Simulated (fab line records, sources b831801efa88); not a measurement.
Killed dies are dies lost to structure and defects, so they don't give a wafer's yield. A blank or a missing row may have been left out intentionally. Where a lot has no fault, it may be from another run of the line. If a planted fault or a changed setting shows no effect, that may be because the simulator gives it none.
Comparing a struck lot with a sound one | flow sky130 | 42 out of 708 route steps
Sound: these wafers, L918.1, L918.2, L918.5. Struck: wafers L933.4, L933.6 (left out: L933.3, a lot-mate that was not struck); the cause follows at the end.
For every step that has rows: the tool of each side, followed by ch and its chambers, followed by its first start. Under that, the readings that differ: sound wafers | struck wafers | difference of the means | sigmas: that difference in standard deviations of wafers without a fault.
alike: readings with means less than 2 such deviations apart, plus words and numbers identical on both sides. not compared: withheld readings, readings lacking a value on some wafer, bounds such as >300 that could conceal the same value, and numbers that have no deviation in the record and whose values overlap.
Wherever a step has rows on one side only, a row that says differs or no value, or a row with sigmas, the two part there. When numbers do not overlap yet have no deviation, they are printed without sigmas and do not part them. A reading that every wafer of one side lacks parts them only if that side has two wafers or more.

first, 1 step without rows for these wafers: SKY_NWELL_IMPLANT_13.
SKY_NWELL_STRIP_14: strips in O2/N2.
  sound on plasma-asher-04 ch 0,1, day 6 01:37; struck on plasma-asher-02 ch 0,1, day 9 20:17
  alike: drypump-motor-current-A, oes-product-au, strip-time-to-endpoint-s
  not compared: rf-hours-counter-h
SKY_NWELL_TW_MEAS_15:
  struck on film-metro-03, day 9 20:23; sound on film-metro-01, day 6 01:43
  alike: NWELL_TW
then, 7 steps without rows for these wafers: SKY_NWELL_DEHYDRATE_16 (time 60 s); SKY_NWELL_HMDS_17 (prime time 60 s); SKY_NWELL_COAT_18 (resist thk 3000 nm); SKY_NWELL_SOFTBAKE_19; SKY_NWELL_EXPOSE_20 (exposes mask NWM COMPLEMENT, target cd 840 nm); SKY_NWELL_PEB_21; SKY_NWELL_DEVELOP_22 (develop time 60 s).
SKY_NWELL_OVL_MEAS_23:
  struck on overlay-02, day 10 19:05; sound on overlay-01, day 6 19:53
  alike: NWELL_01_OVL
following that, these wafers have no rows for 1 step: SKY_NWELL_IMPLANT_24.
SKY_NWELL_STRIP_25: strips in O2/N2.
  sound on plasma-asher-01 ch 0,1, day 6 20:04; struck on plasma-asher-04 ch 0, day 10 19:18
  reading                      | sound             | struck      | difference | sigmas
  strip-time-to-endpoint-s (s) | 36.97 36.81 36.85 | 36.65 36.70 | -0.20      | -2
  alike: drypump-motor-current-A, oes-product-au
  not compared: rf-hours-counter-h
SKY_NWELL_TW_MEAS_26:
  struck on film-metro-01, day 10 19:23; sound on film-metro-04, day 6 20:10
  alike: NWELL_2_TW
then, 1 step without rows for these wafers: SKY_NWELL_CLEAN_27 (cleans in SC1/SC2, time 150 s).
SKY_NWELL_RTA_28: time 30 s.
  sound on rtp-anneal-01 ch 0, day 6 20:17; struck on rtp-anneal-02 ch 0, day 10 19:31
  alike: lamp-power-pct, wafer_temp_C_max
SKY_NWELL_RS_MEAS_29: uses a four-point probe to measure.
  struck on film-metro-04, day 10 19:37; sound on film-metro-03, day 6 20:23
  alike: NWELL_RS
SKY_NWELL_RS_MEAS_31: uses a four-point probe to measure.
  struck on film-metro-04, day 10 19:52; sound on film-metro-03, day 6 20:37
  alike: PWDE_RS
then, 7 steps without rows for these wafers: SKY_VT_ADJUST_HVTP_DEHYDRATE_00 (time 60 s); SKY_VT_ADJUST_HVTP_HMDS_01 (prime time 60 s); SKY_VT_ADJUST_HVTP_COAT_02 (resist thk 1140 nm); SKY_VT_ADJUST_HVTP_SOFTBAKE_03 (time 60 s); SKY_VT_ADJUST_HVTP_EXPOSE_04 (exposes mask HVTPM, target cd 380 nm); SKY_VT_ADJUST_HVTP_PEB_05; SKY_VT_ADJUST_HVTP_DEVELOP_06 (develop time 60 s).
SKY_VT_ADJUST_HVTP_CD_MEAS_07: the cd target is 380 nm.
  struck on cd-sem-01, day 11 20:17; sound on cd-sem-02, day 7 16:42
  alike: cd-nm
SKY_VT_ADJUST_HVTP_OVL_MEAS_08:
  struck on overlay-02, day 11 20:23; sound on overlay-02, day 7 16:49
  alike: VT_ADJUST_HVTP_OVL
following that, these wafers have no rows for 1 step: SKY_VT_ADJUST_HVTP_IMPLANT_09.
SKY_VT_ADJUST_HVTP_STRIP_10: strips in O2/N2.
  sound on plasma-asher-01 ch 0,1, day 7 17:00; struck on plasma-asher-02 ch 0,1, day 11 20:35
  alike: drypump-motor-current-A, oes-product-au, strip-time-to-endpoint-s
  not compared: rf-hours-counter-h
SKY_VT_ADJUST_HVTP_TW_MEAS_11:
  struck on film-metro-04, day 11 20:40; sound on film-metro-02, day 7 17:06
  reading           | sound          | struck    | difference | sigmas
  VT_ADJUST_HVTP_TW | 1356 1359 1357 | 1374 1377 | +18        | +2
then, 7 steps without rows for these wafers: SKY_VT_ADJUST_LVTN_DEHYDRATE_00 (time 60 s); SKY_VT_ADJUST_LVTN_HMDS_01 (prime time 60 s); SKY_VT_ADJUST_LVTN_COAT_02 (resist thk 3000 nm); SKY_VT_ADJUST_LVTN_SOFTBAKE_03; SKY_VT_ADJUST_LVTN_EXPOSE_04 (exposes mask NWM COMPLEMENT LESS NATIVE, target cd 840 nm); SKY_VT_ADJUST_LVTN_PEB_05; SKY_VT_ADJUST_LVTN_DEVELOP_06 (develop time 60 s).
SKY_VT_ADJUST_LVTN_OVL_MEAS_07:
  struck on overlay-02, day 12 21:14; sound on overlay-02, day 8 13:24
  alike: VT_ADJUST_LVTN_OVL
following that, these wafers have no rows for 1 step: SKY_VT_ADJUST_LVTN_IMPLANT_08.
SKY_VT_ADJUST_LVTN_STRIP_09: strips in O2/N2.
  sound on plasma-asher-03 ch 0,1, day 8 13:35; struck on plasma-asher-04 ch 1, day 12 21:26
  alike: drypump-motor-current-A, oes-product-au, strip-time-to-endpoint-s
  not compared: rf-hours-counter-h
SKY_VT_ADJUST_LVTN_TW_MEAS_10:
  struck on film-metro-04, day 12 21:32; sound on film-metro-03, day 8 13:41
  alike: VT_ADJUST_LVTN_TW
-- the record jumps here: 38 days lie between the struck wafers' starts before and after (it left off in module VT_ADJUST_LVTN and takes up again in module PAD_OPEN, whose first step shown is number 708 of the route) --
SKY_PAD_OPEN_PROBE_99:
  struck on prober-01, day 51 05:06; sound on prober-02, day 48 01:40
  reading             | sound    | struck  | difference | sigmas
  killed-at-front-end | 16 12 17 | 69 73   | +56        | +13
  killed-dies         | 96 90 93 | 160 135 | +54        | +5
  alike: killed_at_M0_to_M3, killed_at_M4_up, killed-at-contacts, killed-at-other, killed-open, killed-short

WHERE THEY PART
At SKY_NWELL_STRIP_25 first; at SKY_PAD_OPEN_PROBE_99 last (within this record only).

WHY: whatever the simulator had introduced
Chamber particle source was plasma-asher-04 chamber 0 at SKY_NWELL_STRIP_25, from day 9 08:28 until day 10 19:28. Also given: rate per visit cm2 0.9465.
